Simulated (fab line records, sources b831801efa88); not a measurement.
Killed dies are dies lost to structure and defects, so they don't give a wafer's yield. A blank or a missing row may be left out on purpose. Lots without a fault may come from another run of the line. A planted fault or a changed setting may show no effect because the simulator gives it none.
Which tool did it? | flow sfq_line | 7 lots, 21 wafers sampled, at 4 steps of a route of 325

WHAT THE GAUGES READ, wafer by wafer
SFQ_M8_OVL_MEAS_948.
lot  | measured     | on         | M8_OVL (nm)
L165 | day 86 12:16 | overlay-02 | 5 6 7
L171 | day 90 16:34 | overlay-02 | 3 7 4
L177 | day 91 10:34 | overlay-01 | 4 5 -1
L180 | day 91 23:45 | overlay-02 | -7 1 -2
L182 | day 92 06:58 | overlay-02 | 9 5 1
L184 | day 92 18:58 | overlay-02 | -4 -1 -3
L187 | day 93 05:32 | overlay-01 | 1 -3 -5

WHICH TOOL RAN EACH LOT (tool, then ch and the chambers of the sampled wafers, then the start)
lot  | SFQ_TRILAYER_L0_VIA_STRIP_STRIP_017 | SFQ_TRILAYER_M2_BARC_OPEN_METAL_ETCH_077 | SFQ_TRILAYER_I6_METRO_MEASURE_167
L165 | rie_metal-04 ch 0, day 5 01:23      | rie_metal-04 ch 0,1, day 17 02:04        | film_metro-01, day 77 18:40
L171 | rie_metal-04 ch 0,1, day 6 12:05    | rie_metal-04 ch 0,1, day 29 00:51        | film_metro-01, day 78 09:53
L177 | rie_metal-02 ch 0,1, day 8 01:51    | rie_metal-03 ch 0,1, day 32 06:50        | film_metro-03, day 79 01:45
L180 | rie_metal-02 ch 0,1, day 8 16:03    | rie_metal-03 ch 0,1, day 33 06:49        | film_metro-01, day 79 22:44
L182 | rie_metal-02 ch 0,1, day 9 12:39    | rie_metal-01 ch 0,1, day 33 11:38        | film_metro-01, day 80 07:32
L184 | rie_metal-04 ch 0,1, day 10 04:03   | rie_metal-03 ch 0,1, day 33 18:01        | film_metro-01, day 80 19:56
L187 | rie_metal-03 ch 0,1, day 14 16:26   | rie_metal-03 ch 0,1, day 34 08:13        | film_metro-03, day 81 04:24
- SFQ_TRILAYER_L0_VIA_STRIP_STRIP_017: strips in O2.
- SFQ_TRILAYER_M2_BARC_OPEN_METAL_ETCH_077: etches BARC in O2, target depth 125 nm, time 41.7 s.
- SFQ_TRILAYER_I6_METRO_MEASURE_167

THE ANSWER, worked out from the rows above alone
Rule: what is usual is taken from the lots themselves. Put in order of their means at a reading, lots are off if they are a third of the lots or fewer, leave a main group of 4 or more, and stand apart from it by a gap of 3 or more times the standard deviation of the main group's means; of several such gaps the widest counts. A main group whose means are all the same, to the digits that the tables above print for the reading, isn't used. A lot without any number at a reading at which 4 lots or more have one is off too. The other lots that the step has rows for count as sound.
No lot is off at any reading shown: from this, nothing can be told.

WHAT THE SIMULATOR HAD PUT IN
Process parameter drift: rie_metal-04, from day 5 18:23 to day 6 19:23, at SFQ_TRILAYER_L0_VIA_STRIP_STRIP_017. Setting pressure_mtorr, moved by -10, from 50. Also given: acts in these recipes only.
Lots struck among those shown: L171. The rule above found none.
